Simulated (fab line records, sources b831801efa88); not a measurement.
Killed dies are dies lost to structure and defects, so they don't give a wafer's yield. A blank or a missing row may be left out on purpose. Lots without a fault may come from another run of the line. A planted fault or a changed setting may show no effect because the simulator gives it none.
One fault seen from 2 desks | flow sky130 | each desk has only its own numbers; what lay behind them comes last

THE TOOL OWNER'S DESK: cvd_w-02
The tool's own readings at SKY_VIA3_CVD_21 (deposits W, target thk 390 nm, time 117.31 s): means of the sampled wafers that have a number, for each lot that ran on this tool. A lot is out of limits, marked OUT, if its mean lies more than 4 standard deviations from the usual mean; the brackets give that distance.
Columns: A = chamber_pressure_Torr at SKY_VIA3_CVD_21, usual 40.02 Torr; B = heater_power_w at SKY_VIA3_CVD_21, usual 819 W
lot  | first seen here | A                       | B
L402 | day 41 08:11    | 40.04                   | 867
L401 | day 41 11:27    | 39.97                   | 867
L405 | day 42 04:05    | 29.09 (-99 or more) OUT | 876
L406 | day 42 11:47    | 29.05 (-99 or more) OUT | 872
L419 | day 46 01:29    | 39.92                   | 888
This desk's finding: out of limits on L405, L406; first on L405, day 42 04:05 (chamber_pressure_Torr at SKY_VIA3_CVD_21). In limits: L402, L401, L419.

THE METROLOGY DESK
What the gauges read, lot by lot, whatever tool the lot ran on: means of the sampled wafers that have a number. A lot is out of limits, marked OUT, if its mean lies more than 4 standard deviations from the usual mean; the brackets give that distance.
Columns: A = cd_nm at SKY_VIA3_CD_MEAS_12, usual 200.4 nm; B = VIA3_W_RS at SKY_VIA3_RS_MEAS_22, usual 0.296 ohm/sq; C = VIA3_W_THK at SKY_VIA3_THK_MEAS_23, usual 387 nm; D = CAP2M_CVD_00_THK at SKY_CAP2M_THK_MEAS_01, usual 15.40 nm
lot  | first seen here | A     | B               | C             | D
L397 | day 39 14:13    | 201.0 | 0.298           | 387           | 15.70
L399 | day 40 10:25    | 199.0 | 0.293           | 392           | 15.26
L402 | day 41 07:13    | 197.1 | 0.295           | 388           | 15.36
L401 | day 41 10:30    | 200.6 | 0.293           | 391           | 15.67
L403 | day 41 19:04    | 201.4 | 0.296           | 386           | 15.08
L404 | day 41 22:43    | 198.5 | 0.296           | 387           | 15.42
L405 | day 42 03:11    | 199.7 | 0.350 (+16) OUT | 331 (-12) OUT | 15.12
L406 | day 42 10:52    | 200.9 | 0.347 (+16) OUT | 331 (-12) OUT | 15.16
L410 | day 43 14:46    | 199.1 | 0.297           | 388           | 15.31
L418 | day 45 20:26    | 203.2 | 0.295           | 390           | 15.34
L419 | day 46 00:34    | 200.1 | 0.291           | 394           | 15.24
This desk's finding: out of limits on L405, L406; first on L405, day 42 04:14 (VIA3_W_RS at SKY_VIA3_RS_MEAS_22). In limits: L397, L399, L402, L401, L403, L404, L410, L418, L419.

PUT TOGETHER
The tool owner's desk could have raised an alarm at day 42 04:05, on L405, L406.
The metrology desk could have raised an alarm at day 42 04:14, on L405, L406.
Of the lots named, all ran SKY_VIA3_CVD_21 on cvd_w-02.

WHAT THE SIMULATOR HAD PUT IN
Process parameter drift: cvd_w-02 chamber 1, from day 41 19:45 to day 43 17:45, at SKY_VIA3_CVD_21. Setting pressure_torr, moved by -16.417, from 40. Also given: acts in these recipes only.
Lots struck among those shown: L405, L406.
Hours from the fault's start to each desk's first reading out of limits: the tool owner's desk, 8; the metrology desk, 8.
